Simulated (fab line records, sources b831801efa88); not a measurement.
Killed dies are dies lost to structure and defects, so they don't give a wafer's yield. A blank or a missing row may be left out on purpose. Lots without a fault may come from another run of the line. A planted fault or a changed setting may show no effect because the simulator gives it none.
Which tool did it? | flow sky130 | 13 lots, 39 wafers sampled, at 5 steps of a route of 708

WHAT THE GAUGES READ, wafer by wafer
SKY_SONOS_TUNNEL_OVL_MEAS_08. Usual: SONOS_TUNNEL_OVL 0.3 nm, standard deviation 1.2.
lot  | measured     | on         | SONOS_TUNNEL_OVL (nm) | flag
L764 | day 11 11:27 | overlay-02 | -0.1 0.3 0.5          |
L765 | day 11 12:53 | overlay-01 | -0.8 -2.4 0.4         |
L767 | day 13 07:00 | overlay-01 | -1.3 -1.9 -2.3        |
L770 | day 14 02:20 | overlay-01 | 3.5 1.7 1.9           |
L772 | day 14 22:13 | overlay-02 | -0.2 0.9 -0.8         |
L776 | day 15 09:50 | overlay-02 | 1.4 -0.4 -0.3         |
L777 | day 16 09:16 | overlay-01 | 0.5 -1.3 -0.6         |
L779 | day 16 18:24 | overlay-01 | 0.9 -1.4 -1.1         |
L780 | day 17 02:44 | overlay-01 | -0.8 -0.8 1.7         |
L781 | day 17 04:42 | overlay-02 | 1.3 0.9 0.0           |
L783 | day 17 22:02 | overlay-01 | -1.4 -0.7 -2.0        |
L784 | day 18 00:35 | overlay-01 | -1.0 -0.4 -0.7        |
L787 | day 19 01:28 | overlay-02 | 0.0 1.8 0.2           |

SKY_SONOS_ONO_THK_MEAS_05. Usual: SONOS_ONO_CVD_04_THK 5.78 nm, standard deviation 0.11.
lot  | measured     | on            | SONOS_ONO_CVD_04_THK (nm) | flag
L764 | day 11 16:16 | film_metro-03 | 5.65 5.63 5.66            |
L765 | day 11 18:40 | film_metro-01 | 5.89 5.84 5.93            |
L767 | day 13 14:13 | film_metro-03 | 5.78 5.95 5.84            |
L770 | day 14 08:11 | film_metro-02 | 5.79 5.68 5.77            |
L772 | day 15 03:44 | film_metro-02 | 5.84 5.82 5.85            |
L776 | day 15 16:09 | film_metro-01 | 5.75 5.62 5.78            |
L777 | day 16 16:32 | film_metro-03 | 5.59 5.68 5.49            |
L779 | day 17 02:08 | film_metro-02 | 5.79 5.75 5.94            |
L780 | day 17 09:50 | film_metro-03 | 5.84 5.66 5.80            |
L781 | day 17 12:49 | film_metro-02 | 5.74 5.77 5.89            |
L783 | day 18 06:15 | film_metro-01 | 5.76 5.87 5.73            |
L784 | day 18 08:40 | film_metro-01 | 5.90 5.87 5.83            |
L787 | day 19 06:28 | film_metro-03 | 5.83 5.76 5.79            |

SKY_SONOS_ONO_OVL_MEAS_14. Usual: SONOS_ONO_OVL 0.9 nm, standard deviation 1.5.
lot  | measured     | on         | SONOS_ONO_OVL (nm) | flag
L764 | day 12 15:59 | overlay-01 | 1.1 0.4 0.8        |
L765 | day 12 19:04 | overlay-02 | 3.4 2.7 1.2        |
L767 | day 14 15:23 | overlay-02 | 1.1 0.2 -0.1       |
L770 | day 15 11:17 | overlay-01 | 0.8 0.8 0.4        |
L772 | day 16 07:03 | overlay-02 | 1.1 1.3 2.3        |
L776 | day 16 20:32 | overlay-02 | 2.0 0.2 2.3        |
L777 | day 17 20:32 | overlay-01 | -1.5 0.9 2.1       |
L779 | day 18 08:37 | overlay-01 | 0.8 0.4 3.2        |
L780 | day 18 15:29 | overlay-01 | 0.3 -0.5 1.3       |
L781 | day 18 18:19 | overlay-01 | 2.6 3.1 2.0        |
L783 | day 19 12:22 | overlay-01 | -2.6 0.3 -1.7      |
L784 | day 19 15:04 | overlay-02 | 1.4 2.6 4.6        |
L787 | day 20 13:43 | overlay-02 | 5.8 3.6 3.9        |

SKY_LDD_N_OVL_MEAS_07. Usual: LDD_N_OVL -0.1 nm, standard deviation 1.3.
lot  | measured     | on         | LDD_N_OVL (nm) | flag
L764 | day 17 14:00 | overlay-02 | -1.4 -1.1 -3.8 |
L765 | day 17 18:58 | overlay-01 | -1.3 -0.3 0.0  |
L767 | day 19 19:19 | overlay-02 | 0.4 0.4 -1.6   |
L770 | day 20 23:11 | overlay-01 | -0.7 -1.3 -0.2 |
L772 | day 21 18:48 | overlay-01 | -0.8 -0.8 0.9  |
L776 | day 22 12:04 | overlay-01 | 0.3 -0.1 1.6   |
L777 | day 23 07:35 | overlay-02 | 55.6 53.0 56.6 | OFF
L779 | day 23 22:02 | overlay-01 | 52.9 52.4 50.4 | OFF
L780 | day 24 04:12 | overlay-02 | 53.7 53.1 54.7 | OFF
L781 | day 24 05:28 | overlay-02 | 55.0 54.1 52.9 | OFF
L783 | day 24 22:56 | overlay-02 | 1.4 1.5 0.8    |
L784 | day 25 08:08 | overlay-02 | 0.3 0.0 0.7    |
L787 | day 25 23:47 | overlay-01 | -0.3 -1.7 -0.8 |

WHICH TOOL RAN EACH LOT (tool, then ch and the chambers of the sampled wafers, then the start)
lot  | SKY_LDD_N_EXPOSE_04
L764 | iline_stepper-01 ch 0, day 17 00:19
L765 | iline_stepper-01 ch 0, day 17 04:37
L767 | iline_stepper-01 ch 0, day 19 04:29
L770 | iline_stepper-01 ch 0, day 20 07:58
L772 | iline_stepper-02 ch 0, day 21 04:05
L776 | iline_stepper-02 ch 0, day 21 20:17
L777 | iline_stepper-01 ch 0, day 22 17:01
L779 | iline_stepper-01 ch 0, day 23 07:14
L780 | iline_stepper-01 ch 0, day 23 12:55
L781 | iline_stepper-01 ch 0, day 23 14:40
L783 | iline_stepper-02 ch 0, day 24 08:28
L784 | iline_stepper-02 ch 0, day 24 17:28
L787 | iline_stepper-02 ch 0, day 25 10:22
- SKY_LDD_N_EXPOSE_04: exposes mask NTM, target cd 840 nm.

WHAT THE TOOLS THEMSELVES READ (means of the sampled wafers that have a number; where no wafer has one, the mark that the record gives instead)
SKY_LDD_N_EXPOSE_04. Usual: focus_offset_nm -0.1 nm, standard deviation 0.56.
lot  | tool             | focus_offset_nm (nm) | flag
L764 | iline_stepper-01 | -0.5                 |
L765 | iline_stepper-01 | 0.0                  |
L767 | iline_stepper-01 | -0.0                 |
L770 | iline_stepper-01 | 0.7                  |
L772 | iline_stepper-02 | 0.1                  |
L776 | iline_stepper-02 | -0.1                 |
L777 | iline_stepper-01 | -0.7                 |
L779 | iline_stepper-01 | -0.5                 |
L780 | iline_stepper-01 | -0.6                 |
L781 | iline_stepper-01 | -0.4                 |
L783 | iline_stepper-02 | 0.5                  |
L784 | iline_stepper-02 | 0.2                  |
L787 | iline_stepper-02 | 0.4                  |

THE ANSWER, worked out from the rows above alone
Rule: a lot is off if the mean of its wafers that have a number lies more than 3 standard deviations from the usual mean. A lot without any number at a reading at which 4 lots or more have one is off too. The other lots that the step has rows for count as sound. The gauges are gone through in route order, then the tools' own readings, and for those a lot's mean is taken as printed above. The first step at which some lot is off is used, and at that step the reading that is off furthest; a lot without a number counts as furthest.
Off: L777, L779, L780, L781, at SKY_LDD_N_OVL_MEAS_07 (LDD_N_OVL).
A tool fits if, at a process step before that reading, it ran every lot that is off, and no sound lot after the first of them. The gauges at SKY_LDD_N_OVL_MEAS_07 are tried like those tools. One fits: iline_stepper-01 at SKY_LDD_N_EXPOSE_04. Its last sound lot is L770 (day 20 07:58), its first lot that is off L777 (day 22 17:01): a fault that began between those two fits.

WHAT THE SIMULATOR HAD PUT IN
Scanner matching overlay: iline_stepper-01, from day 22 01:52 on, at SKY_LDD_N_EXPOSE_04. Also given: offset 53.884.
Lots struck among those shown: L777, L779, L780, L781. The rule above found the same.
